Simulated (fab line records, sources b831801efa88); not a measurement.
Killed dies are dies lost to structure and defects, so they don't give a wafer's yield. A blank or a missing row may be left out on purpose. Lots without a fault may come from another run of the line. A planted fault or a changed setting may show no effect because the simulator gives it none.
Which tool did it? | flow sky130 | 6 lots, 18 wafers sampled, at 3 steps of a route of 708

WHAT THE GAUGES READ, wafer by wafer
SKY_VT_ADJUST_HVTP_OVL_MEAS_08.
lot  | measured     | on         | VT_ADJUST_HVTP_OVL (nm)
L946 | day 7 11:21  | overlay-02 | 3.1 0.8 2.1
L951 | day 8 15:30  | overlay-01 | -0.5 1.0 0.9
L954 | day 9 10:45  | overlay-02 | -1.0 -1.9 -1.0
L956 | day 9 23:01  | overlay-01 | 38.7 37.5 37.4
L959 | day 11 01:02 | overlay-01 | 38.4 38.8 39.6
L964 | day 12 16:06 | overlay-02 | -0.1 0.6 -0.3

WHICH TOOL RAN EACH LOT (tool, then ch and the chambers of the sampled wafers, then the start)
lot  | SKY_DNWELL_STRIP_08                 | SKY_VT_ADJUST_HVTP_EXPOSE_04
L946 | plasma_asher-01 ch 0,1, day 4 08:11 | iline_stepper-01 ch 0, day 7 01:35
L951 | plasma_asher-04 ch 0,1, day 5 09:36 | iline_stepper-02 ch 0, day 8 05:35
L954 | plasma_asher-01 ch 0,1, day 6 02:27 | iline_stepper-01 ch 0, day 8 23:44
L956 | plasma_asher-02 ch 0,1, day 6 13:06 | iline_stepper-01 ch 0, day 9 12:38
L959 | plasma_asher-04 ch 0,1, day 7 09:16 | iline_stepper-01 ch 0, day 10 13:37
L964 | plasma_asher-04 ch 0,1, day 8 17:39 | iline_stepper-02 ch 0, day 12 03:32
- SKY_DNWELL_STRIP_08: strips in O2/N2.
- SKY_VT_ADJUST_HVTP_EXPOSE_04: exposes mask HVTPM, target cd 380 nm.

THE ANSWER, worked out from the rows above alone
Rule: what is usual is taken from the lots themselves. Put in order of their means at a reading, lots are off if they are a third of the lots or fewer, leave a main group of 4 or more, and stand apart from it by a gap of 3 or more times the standard deviation of the main group's means; of several such gaps the widest counts. A main group whose means are all the same, to the digits that the tables above print for the reading, isn't used. A lot without any number at a reading at which 4 lots or more have one is off too. The other lots that the step has rows for count as sound.
Off: L956, L959, at SKY_VT_ADJUST_HVTP_OVL_MEAS_08 (VT_ADJUST_HVTP_OVL). The main group: mean 0.3 nm, standard deviation 1.2.
A tool fits if, at a process step before that reading, it ran every lot that is off, and no sound lot after the first of them. The gauges at SKY_VT_ADJUST_HVTP_OVL_MEAS_08 are tried like those tools. Can't be told from this: 2 tools fit, iline_stepper-01 at SKY_VT_ADJUST_HVTP_EXPOSE_04, overlay-01 at SKY_VT_ADJUST_HVTP_OVL_MEAS_08.

WHAT THE SIMULATOR HAD PUT IN
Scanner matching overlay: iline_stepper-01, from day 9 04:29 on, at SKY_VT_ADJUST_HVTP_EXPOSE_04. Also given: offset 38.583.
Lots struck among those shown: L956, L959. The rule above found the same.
